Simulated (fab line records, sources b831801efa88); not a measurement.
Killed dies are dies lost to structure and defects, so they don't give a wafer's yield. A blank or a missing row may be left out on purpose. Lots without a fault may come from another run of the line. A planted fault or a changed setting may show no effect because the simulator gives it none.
Chamber matching | flow sky130 | SKY_VIA1_CMP_02 on cmp-01: 4 sister chambers
The step polishes SiO2. 4 wafers are shown with their chamber, then 8 later ones without.

WAFERS WITH THEIR CHAMBER
wafer  | chamber | motor_current_A (A)
L697.2 | 2       | 11.1
L698.2 | 3       | 12.3
L709.6 | 1       | 11.9
L711.1 | 0       | 11.2

WAFERS WITHOUT THEIR CHAMBER
wafer  | motor_current_A (A)
L711.2 | 11.4
L711.5 | 10.8
L712.3 | 12.7
L712.4 | 12.3
L712.6 | 11.1
L713.1 | 11.0
L713.3 | 12.5
L713.5 | 10.8

WHICH CHAMBER EACH WENT THROUGH
wafer  | from the rows above          | in truth
L711.2 | can't be placed: 0 or 2 or 1 | 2
L711.5 | can't be placed: 2 or 0      | 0
L712.3 | can't be placed: 3 or 1      | 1
L712.4 | can't be placed: 3 or 1      | 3
L712.6 | can't be placed: 2 or 0      | 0
L713.1 | can't be placed: 2 or 0      | 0
L713.3 | can't be placed: 3 or 1      | 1
L713.5 | can't be placed: 2 or 0      | 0
Placed correctly: 0 of 8. Can't be placed from these rows: 8 (the true chamber is among the candidates in 8). Placed wrongly: 0.
How it was worked out, from the rows above alone: a wafer's distance from a chamber is the root of the sum, over the readings, of the square of ((its reading less the chamber's mean) divided by the reading's scatter). The wafer belongs to the nearest chamber; if the next one is less than 2 further off, it can't be placed. A chamber's mean is the mean of its shown wafers. The scatter: with one shown wafer a chamber, the root of the mean of the squares of how far each hidden wafer lies from its nearest shown one.
